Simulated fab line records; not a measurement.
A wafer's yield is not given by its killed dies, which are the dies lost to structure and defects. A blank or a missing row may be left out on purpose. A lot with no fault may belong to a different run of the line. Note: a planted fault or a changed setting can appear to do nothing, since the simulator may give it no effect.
fab line records	flow sfqLine
record lots=15	wafers=44	lastDay=85
route steps=325 shown M6@262 I6@268 I7@306
lots that met no fault: taken from a fault-free run of the same line
startH: hours from the record's first day to the start of the lot's first wafer shown	waitH: hours elapsed since this lot's preceding step	" repeats the value in the row above	L1.1+2: a row that stands for several wafers	- either no value or no given start	* or withheld: withheld	< > ~ a bound
route shown NAME@n: names a module that has steps shown in the file, with the first one's number in the route	usual: mean/standard deviation taken from wafers without a fault	same: alike in all rows	chamber/n: place in a boat	sites: per-site readings	_std_site: the values' standard deviation	_edge_site: mean of outer sites minus mean of inner sites	radiusMm: how far each site lies from the wafer's centre	mask NAME#n: copy n	behind: tool/chamber where the wafer was last shaped	hold: why the lot was held/for how many hours/how that ended	device: which transistor (n, p or np) failed to switch	end of line: tests run on the same wafers once the route is complete	a step without rows: its recipe alone	killed: count of dies lost to structure and defects at first sort (not the wafer's yield)	map: a wafer's dies, marking killed ones x, the rest . and places with no die _
set.NAME: the setting as run; set.NAME@STEP: as run at that earlier step	model.NAME: the simulator's own value behind a step, which no gauge read
one table for each step of the route and one row for each wafer, over a sample of lots
services: a tool's chamber out of use, with start hour (startH, from the record's first day; less than 0 if before it), hours out, and reason
## steps
# step SFQ_TRILAYER_M6_BARC_OPEN_METAL_ETCH_206
# recipe maskMaterial=PR	chemistry=O2	targetDepthNm=125	target=BARC	icpW=600	biasW=80	pressureMtorr=10	timeS=41.7
# usual biasW=79.97/0.25	drypumpMotorCurrentA=5.9/0.46	heBacksideLeakSccm=3.49/0.2	oesProductAu=0.684/0.0044	runLengthS=70.1/0.38
lot.wafer	tool	chamber	startH	waitH	biasW	drypumpMotorCurrentA	heBacksideLeakSccm	oesProductAu	rfHoursCounterH	runLengthS
L694.1	rieMetal-01	1	1503.66	0.0	79.74	5.3	3.42	0.680	38	70.2
L694.2	"	0	"	"	79.84	5.6	3.66	0.683	29	70.5
L694.3	"	0	"	"	79.76	5.5	3.50	0.688	-	70.6
L695.2	rieMetal-03	0	1505.91	0.0	79.26	6.2	3.65	0.680	43	69.9
L695.4	"	0	"	"	79.55	6.2	3.75	0.687	-	70.3
L695.6	"	0	"	"	79.54	6.2	3.58	0.681	-	70.1
L696.1	rieMetal-03	1	1512.71	0.0	80.16	6.6	3.65	0.686	133	69.7
L696.2	"	0	"	"	80.12	6.2	3.29	0.689	44	70.3
L696.4	"	1	"	"	80.31	6.6	3.58	0.684	-	69.8
L698.1	rieMetal-03	1	1517.51	0.0	80.60	6.6	3.74	0.684	134	69.9
L698.2	"	0	"	"	79.85	6.2	3.57	0.685	45	70.4
L698.5	"	1	"	"	80.22	6.6	3.73	0.681	-	69.6
L699.1	rieMetal-04	0	1633.55	0.0	79.57	5.7	3.21	0.679	48	70.3
L699.3	"	1	"	"	79.83	5.6	3.82	0.692	-	69.2
L699.4	"	0	"	"	79.20	5.7	3.18	0.688	-	70.8
L700.1	rieMetal-03	0	1639.47	0.0	80.26	6.2	3.63	0.684	61	70.3
L700.3	"	0	"	"	80.07	6.2	3.55	0.681	-	70.3
L700.5	"	0	"	"	80.43	6.2	3.56	0.684	-	70.7
L701.1	rieMetal-04	1	1643.07	0.0	79.78	5.5	3.47	0.692	80	69.2
L701.4	"	0	"	"	80.00	5.7	3.09	0.685	-	70.1
L701.6	"	1	"	"	79.95	5.6	3.52	0.687	-	69.1
L702.1	rieMetal-04	0	1668.27	0.0	79.77	5.7	3.11	0.680	52	70.3
L702.3	"	0	"	"	79.85	5.7	3.25	0.687	-	70.3
L702.4	"	1	"	"	80.13	5.5	3.67	0.682	-	69.7
L703.1	rieMetal-04	1	1682.67	0.0	80.33	5.6	3.80	0.693	85	69.4
L703.2	"	0	"	"	79.99	5.7	3.14	0.680	54	70.1
L703.3	"	1	"	"	79.88	5.5	3.86	0.681	-	69.8
L704.2	rieMetal-03	0	1689.99	0.0	80.12	6.2	3.34	0.687	69	70.2
L704.3	"	1	"	"	79.78	6.6	3.41	0.688	-	69.7
L704.6	"	1	"	"	80.28	6.6	3.29	0.684	-	70.4
L705.2	rieMetal-04	0	1692.39	0.0	80.06	5.7	3.31	0.677	55	70.4
L705.3	"	1	"	"	79.83	5.6	3.52	0.683	-	69.5
L705.4	"	0	"	"	79.92	5.7	3.19	0.685	-	70.1
L711.4	rieMetal-03	0	1709.21	0.0	-	6.2	3.70	0.843	-	60.3
L711.6	"	1	"	"	80.31	6.6	3.50	0.684	-	69.9
L713.3	rieMetal-03	1	1714.14	0.0	80.41	6.6	3.33	0.680	-	69.9
L713.4	"	0	"	"	-	6.2	3.56	0.839	-	60.1
L713.6	"	1	"	"	79.97	6.6	3.35	0.685	-	69.8
L715.1	rieMetal-01	0	1716.52	0.0	79.81	5.6	3.40	0.687	57	70.1
L715.2	"	1	"	"	79.89	5.3	3.50	0.682	66	70.2
L715.3	"	0	"	"	80.38	5.6	3.55	0.684	-	70.1
L716.2	rieMetal-03	1	1717.72	0.0	-	6.5	3.46	0.850	7	59.6
L716.4	"	0	"	"	-	6.2	3.50	0.842	-	60.1
L716.5	"	0	"	"	79.96	6.2	3.72	0.686	-	70.0
# step SFQ_I6_BOW_MEAS_941
# recipe mode=bow
# usual I6_BOW=3/9.8
lot.wafer	tool	chamber	startH	waitH	I6_BOW[um]
L694.1	filmMetro-03	-	1520.03	1.0	-14
L694.2	"	-	"	"	-17
L694.3	"	-	"	"	-8
L695.2	filmMetro-04	-	1521.06	2.0	2
L695.4	"	-	"	"	5
L695.6	"	-	"	"	3
L696.1	filmMetro-03	-	1526.03	2.5	-9
L696.2	"	-	"	"	-14
L696.4	"	-	"	"	-4
L698.1	filmMetro-04	-	1532.03	1.5	24
L698.2	"	-	"	"	15
L698.5	"	-	"	"	6
L699.1	filmMetro-03	-	1638.19	2.0	-3
L699.3	"	-	"	"	-5
L699.4	"	-	"	"	4
L700.1	filmMetro-02	-	1646.26	2.0	-11
L700.3	"	-	"	"	-16
L700.5	"	-	"	"	-6
L701.1	filmMetro-04	-	1649.26	1.0	-3
L701.4	"	-	"	"	-2
L701.6	"	-	"	"	-6
L702.1	filmMetro-02	-	1672.91	2.0	-4
L702.3	"	-	"	"	-4
L702.4	"	-	"	"	-7
L703.1	filmMetro-04	-	1686.71	2.0	10
L703.2	"	-	"	"	16
L703.3	"	-	"	"	6
L704.2	filmMetro-04	-	1694.05	2.0	-1
L704.3	"	-	"	"	-3
L704.6	"	-	"	"	-5
L705.2	filmMetro-03	-	1696.45	2.5	-3
L705.3	"	-	"	"	12
L705.4	"	-	"	"	18
L711.4	filmMetro-03	-	1713.29	2.1	6
L711.6	"	-	"	"	-6
L713.3	filmMetro-03	-	1718.21	2.0	12
L713.4	"	-	"	"	6
L713.6	"	-	"	"	14
L715.1	filmMetro-03	-	1721.17	2.0	19
L715.2	"	-	"	"	13
L715.3	"	-	"	"	-1
L716.2	filmMetro-02	-	1723.16	1.5	-3
L716.4	"	-	"	"	5
L716.5	"	-	"	"	-1
# step SFQ_I6_OVL_MEAS_942
# usual I6_OVL=-1/6.2
lot.wafer	tool	chamber	startH	waitH	I6_OVL[nm]
L694.1	overlay-02	-	1634.72	0.1	3
L694.2	"	-	"	"	-2
L694.3	"	-	"	"	6
L695.2	overlay-01	-	1638.24	0.1	-2
L695.4	"	-	"	"	-4
L695.6	"	-	"	"	-2
L696.1	overlay-02	-	1644.23	0.1	-2
L696.2	"	-	"	"	11
L696.4	"	-	"	"	3
L698.1	overlay-01	-	1653.83	0.1	-6
L698.2	"	-	"	"	-9
L698.5	"	-	"	"	-8
L699.1	overlay-01	-	1744.70	0.1	-2
L699.3	"	-	"	"	-3
L699.4	"	-	"	"	-3
L700.1	overlay-01	-	1751.90	0.1	7
L700.3	"	-	"	"	4
L700.5	"	-	"	"	3
L701.1	overlay-01	-	1756.70	0.1	10
L701.4	"	-	"	"	3
L701.6	"	-	"	"	1
L702.1	overlay-02	-	1787.84	0.1	8
L702.3	"	-	"	"	3
L702.4	"	-	"	"	6
L703.1	overlay-02	-	1804.64	0.1	0
L703.2	"	-	"	"	-2
L703.3	"	-	"	"	3
L704.2	overlay-01	-	1811.85	0.1	-7
L704.3	"	-	"	"	-10
L704.6	"	-	"	"	-8
L705.2	overlay-01	-	1814.25	0.1	-1
L705.3	"	-	"	"	-4
L705.4	"	-	"	"	4
L711.4	overlay-01	-	1830.71	0.1	11
L711.6	"	-	"	"	7
L713.3	overlay-01	-	1836.70	0.1	6
L713.4	"	-	"	"	8
L713.6	"	-	"	"	9
L715.1	overlay-01	-	1840.29	0.1	-1
L715.2	"	-	"	"	6
L715.3	"	-	"	"	2
L716.2	overlay-01	-	1843.90	0.1	-3
L716.4	"	-	"	"	-14
L716.5	"	-	"	"	-1
# step SFQ_I7_OVL_MEAS_947
# usual I7_OVL=-2/4.8
lot.wafer	tool	chamber	startH	waitH	I7_OVL[nm]
L694.1	overlay-02	-	1750.70	0.1	-5
L694.2	"	-	"	"	-10
L694.3	"	-	"	"	-13
L695.2	overlay-02	-	1755.51	0.1	-16
L695.4	"	-	"	"	-7
L695.6	"	-	"	"	-6
L696.1	overlay-02	-	1757.90	0.1	1
L696.2	"	-	"	"	-3
L696.4	"	-	"	"	-2
L698.1	overlay-02	-	1778.24	0.1	-1
L698.2	"	-	"	"	2
L698.5	"	-	"	"	0
L699.1	overlay-02	-	1896.49	0.1	-2
L699.3	"	-	"	"	1
L699.4	"	-	"	"	3
L700.1	overlay-01	-	1897.69	0.1	0
L700.3	"	-	"	"	3
L700.5	"	-	"	"	1
L701.1	overlay-02	-	1902.49	0.1	5
L701.4	"	-	"	"	5
L701.6	"	-	"	"	1
L702.1	overlay-01	-	1912.09	0.1	-7
L702.3	"	-	"	"	-5
L702.4	"	-	"	"	-6
L703.1	overlay-01	-	1919.29	0.1	-4
L703.2	"	-	"	"	0
L703.3	"	-	"	"	2
L704.2	overlay-02	-	1921.70	0.1	-3
L704.3	"	-	"	"	-7
L704.6	"	-	"	"	-3
L705.2	overlay-01	-	1926.50	0.1	2
L705.3	"	-	"	"	3
L705.4	"	-	"	"	0
L711.4	overlay-01	-	1960.12	0.1	-5
L711.6	"	-	"	"	3
L713.3	overlay-01	-	1969.71	0.1	-10
L713.4	"	-	"	"	-9
L713.6	"	-	"	"	-2
L715.1	overlay-01	-	1975.91	0.1	9
L715.2	"	-	"	"	5
L715.3	"	-	"	"	6
L716.2	overlay-01	-	1979.51	0.1	-3
L716.4	"	-	"	"	-7
L716.5	"	-	"	"	-5
## services
tool	chamber	startH	hours	kind
rieMetal-04	-	1542.24	14.6	pm
rieMetal-03	0	1555.44	6.7	repair
rieMetal-03	1	1566.50	1.8	repair
rieMetal-03	-	1611.13	14.6	pm
rieMetal-03	1	1634.76	-	clean
rieMetal-03	1	1634.76	-	consumableReplace:focusRing
rieMetal-03	1	1634.76	23.6	scheduledDown
rieMetal-03	1	1634.76	23.6	ventCycle
rieMetal-03	-	1641.04	2.8	pm
rieMetal-04	-	1702.26	0.6	repair
rieMetal-04	1	1703.46	21.6	repair
## key
firstSign step=SFQ_TRILAYER_M6_BARC_OPEN_METAL_ETCH_206	reading=oesProductAu	direction=up	sigmas=37	usual=0.684	struck=0.843
effect step=SFQ_TRILAYER_M6_BARC_OPEN_METAL_ETCH_206	reading=runLengthS	direction=down	sigmas=26	usual=*	struck=*
metAt SFQ_TRILAYER_M6_BARC_OPEN_METAL_ETCH_206
struckLots L711,L713,L716
struckWafers L711.4,L713.4,L716.2,L716.4
notActingAt SFQ_I6_BOW_MEAS_941,SFQ_I6_OVL_MEAS_942,SFQ_I7_OVL_MEAS_947
onsetBetween 1689.99 1709.21
fault kind=processParameterDrift	tool=rieMetal-03	chamber=-	onsetH=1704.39	steps=SFQ_TRILAYER_M6_BARC_OPEN_METAL_ETCH_206	channel=timeS	offset=*	shape=step	endH=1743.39	scope=struckWafersOnly	actsIn=*	stated=*
